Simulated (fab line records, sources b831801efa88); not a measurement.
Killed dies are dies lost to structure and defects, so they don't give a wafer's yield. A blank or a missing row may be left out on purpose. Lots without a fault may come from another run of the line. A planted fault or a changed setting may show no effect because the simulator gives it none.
Which tool did it? | flow gf180mcu | 13 lots, 39 wafers sampled, at 5 steps of a route of 602

WHAT THE GAUGES READ, wafer by wafer
GF_LVPWELL_TW_MEAS_11. Usual: LVPWELL_TW 559, standard deviation 6.
lot  | measured    | on            | LVPWELL_TW  | flag
L170 | day 4 02:02 | film_metro-01 | 548 546 547 |
L171 | day 4 07:03 | film_metro-03 | 562 562 560 |
L175 | day 5 03:01 | film_metro-01 | 552 554 552 |
L176 | day 5 06:04 | film_metro-03 | 561 562 560 |
L177 | day 5 12:52 | film_metro-02 | 565 567 570 |
L180 | day 6 06:24 | film_metro-01 | 552 551 555 |
L187 | day 8 00:43 | film_metro-01 | 553 553 554 |
L188 | day 8 04:30 | film_metro-03 | 562 561 560 |
L189 | day 8 08:57 | film_metro-03 | 560 561 561 |
L190 | day 8 16:26 | film_metro-02 | 566 563 562 |
L191 | day 8 20:21 | film_metro-01 | 555 555 554 |
L192 | day 8 23:45 | film_metro-02 | 564 562 561 |
L193 | day 9 06:14 | film_metro-02 | 567 565 564 |

GF_VT_IMPLANT_TW_MEAS_10. Usual: VT_IMPLANT_TW 559, standard deviation 4.2.
lot  | measured     | on            | VT_IMPLANT_TW           | flag
L170 | day 5 21:02  | film_metro-04 | 693 693 691 696 694 693 | OFF
L171 | day 6 00:41  | film_metro-03 | 563 566 561             |
L175 | day 6 22:01  | film_metro-01 | 558 556 557             |
L176 | day 7 03:16  | film_metro-01 | 694 693 693 694 690 696 | OFF
L177 | day 7 09:57  | film_metro-03 | 707 704 701 703 706 702 | OFF
L180 | day 8 06:11  | film_metro-03 | 563 561 563             |
L187 | day 10 03:20 | film_metro-04 | 559 560 562             |
L188 | day 10 07:05 | film_metro-01 | 556 557 552             |
L189 | day 10 12:06 | film_metro-04 | 561 560 558             |
L190 | day 10 20:38 | film_metro-01 | 553 556 557             |
L191 | day 11 01:05 | film_metro-04 | 556 553 554             |
L192 | day 11 06:10 | film_metro-01 | 552 554 551             |
L193 | day 11 13:06 | film_metro-01 | 557 552 554             |

WHICH TOOL RAN EACH LOT (tool, then ch and the chambers of the sampled wafers, then the start)
lot  | GF_STI_STRIP_15                     | GF_NWELL_STRIP_10                   | GF_VT_IMPLANT_IMPLANT_08
L170 | plasma_asher-04 ch 0,1, day 2 05:21 | plasma_asher-03 ch 0,1, day 3 11:42 | implanter-04 ch 0, day 5 20:30
L171 | plasma_asher-04 ch 0,1, day 2 08:49 | plasma_asher-03 ch 0,1, day 3 17:18 | implanter-04 ch 0, day 6 00:26
L175 | plasma_asher-04 ch 0,1, day 3 04:41 | plasma_asher-04 ch 0,1, day 4 12:43 | implanter-04 ch 0, day 6 21:49
L176 | plasma_asher-03 ch 0,1, day 3 09:01 | plasma_asher-02 ch 0,1, day 4 16:15 | implanter-02 ch 0, day 7 02:43
L177 | plasma_asher-01 ch 0,1, day 3 13:02 | plasma_asher-02 ch 0,1, day 4 22:26 | implanter-01 ch 0, day 7 09:23
L180 | plasma_asher-01 ch 0,1, day 4 05:08 | plasma_asher-02 ch 0,1, day 5 15:02 | implanter-02 ch 0, day 8 05:56
L187 | plasma_asher-03 ch 0,1, day 5 19:56 | plasma_asher-04 ch 0,1, day 7 08:11 | implanter-01 ch 0, day 10 03:05
L188 | plasma_asher-04 ch 0, day 6 00:00   | plasma_asher-02 ch 0,1, day 7 11:36 | implanter-01 ch 0, day 10 06:50
L189 | plasma_asher-04 ch 0,1, day 6 04:12 | plasma_asher-03 ch 0,1, day 7 16:03 | implanter-01 ch 0, day 10 11:52
L190 | plasma_asher-01 ch 0,1, day 6 10:16 | plasma_asher-03 ch 0,1, day 7 23:53 | implanter-01 ch 0, day 10 20:23
L191 | plasma_asher-04 ch 0,1, day 6 13:46 | plasma_asher-02 ch 0,1, day 8 04:03 | implanter-04 ch 0, day 11 00:51
L192 | plasma_asher-03 ch 0,1, day 6 18:22 | plasma_asher-02 ch 0, day 8 07:35   | implanter-01 ch 0, day 11 05:56
L193 | plasma_asher-04 ch 0,1, day 7 01:25 | plasma_asher-04 ch 0,1, day 8 13:31 | implanter-01 ch 0, day 11 12:53
- GF_STI_STRIP_15: strips in O2/N2.
- GF_NWELL_STRIP_10: strips in O2/N2.
- GF_VT_IMPLANT_IMPLANT_08

WHAT THE TOOLS THEMSELVES READ (means of the sampled wafers that have a number; where no wafer has one, the mark that the record gives instead)
GF_STI_STRIP_15. Usual: drypump_motor_current_A 5.6 A, standard deviation 0.51; heater_power_w 334 W, standard deviation 16; oes_product_au 0.384 a.u., standard deviation 0.0043; strip_time_to_endpoint_s 3.73 s, standard deviation 0.046.
lot  | tool            | drypump_motor_current_A (A) | heater_power_w (W) | oes_product_au (a.u.) | strip_time_to_endpoint_s (s) | flag
L170 | plasma_asher-04 | 5.8                         | 330                | 0.386                 | 3.82                         |
L171 | plasma_asher-04 | 5.8                         | 333                | 0.385                 | 3.71                         |
L175 | plasma_asher-04 | 5.8                         | 329                | 0.380                 | 3.73                         |
L176 | plasma_asher-03 | 5.5                         | 336                | 0.382                 | 3.72                         |
L177 | plasma_asher-01 | 5.9                         | 318                | 0.385                 | 3.68                         |
L180 | plasma_asher-01 | 5.6                         | 317                | 0.384                 | 3.73                         |
L187 | plasma_asher-03 | 5.5                         | 339                | 0.386                 | 3.74                         |
L188 | plasma_asher-04 | 5.8                         | 328                | 0.386                 | 3.72                         |
L189 | plasma_asher-04 | 5.8                         | 339                | 0.385                 | 3.76                         |
L190 | plasma_asher-01 | 5.9                         | 317                | 0.384                 | 3.70                         |
L191 | plasma_asher-04 | 5.8                         | 343                | 0.378                 | 3.66                         |
L192 | plasma_asher-03 | 5.0                         | 343                | 0.377                 | 3.73                         |
L193 | plasma_asher-04 | 5.8                         | 340                | 0.380                 | 3.72                         |

GF_NWELL_STRIP_10. Usual: drypump_motor_current_A 5.8 A, standard deviation 0.6; heater_power_w 341 W, standard deviation 18; oes_product_au 0.722 a.u., standard deviation 0.0045; strip_time_to_endpoint_s 36.95 s, standard deviation 0.083.
lot  | tool            | drypump_motor_current_A (A) | heater_power_w (W) | oes_product_au (a.u.) | strip_time_to_endpoint_s (s) | flag
L170 | plasma_asher-03 | 5.5                         | 338                | 0.722                 | 36.94                        |
L171 | plasma_asher-03 | 5.5                         | 339                | 0.726                 | 36.92                        |
L175 | plasma_asher-04 | 5.8                         | 329                | 0.727                 | 36.85                        |
L176 | plasma_asher-02 | 6.1                         | 344                | 0.723                 | 37.06                        |
L177 | plasma_asher-02 | 6.4                         | 330                | 0.720                 | 36.97                        |
L180 | plasma_asher-02 | 6.1                         | 346                | 0.726                 | 36.87                        |
L187 | plasma_asher-04 | 5.8                         | 345                | 0.723                 | 37.05                        |
L188 | plasma_asher-02 | 6.0                         | 349                | 0.720                 | 36.96                        |
L189 | plasma_asher-03 | 5.5                         | 335                | 0.719                 | 36.86                        |
L190 | plasma_asher-03 | 5.5                         | 340                | 0.721                 | 36.83                        |
L191 | plasma_asher-02 | 6.1                         | 349                | 0.721                 | 36.93                        |
L192 | plasma_asher-02 | 5.8                         | 364                | 0.721                 | 36.99                        |
L193 | plasma_asher-04 | 5.8                         | 335                | 0.724                 | 36.94                        |

THE ANSWER, worked out from the rows above alone
Rule: a lot is off if the mean of its wafers that have a number lies more than 3 standard deviations from the usual mean. A lot without any number at a reading at which 4 lots or more have one is off too. The other lots that the step has rows for count as sound. The gauges are gone through in route order, then the tools' own readings, and for those a lot's mean is taken as printed above. The first step at which some lot is off is used, and at that step the reading that is off furthest; a lot without a number counts as furthest.
Off: L170, L176, L177, at GF_VT_IMPLANT_TW_MEAS_10 (VT_IMPLANT_TW).
A tool fits if, at a process step before that reading, it ran every lot that is off, and no sound lot after the first of them. The gauges at GF_VT_IMPLANT_TW_MEAS_10 are tried like those tools. None of those tried fits.

WHAT THE SIMULATOR HAD PUT IN
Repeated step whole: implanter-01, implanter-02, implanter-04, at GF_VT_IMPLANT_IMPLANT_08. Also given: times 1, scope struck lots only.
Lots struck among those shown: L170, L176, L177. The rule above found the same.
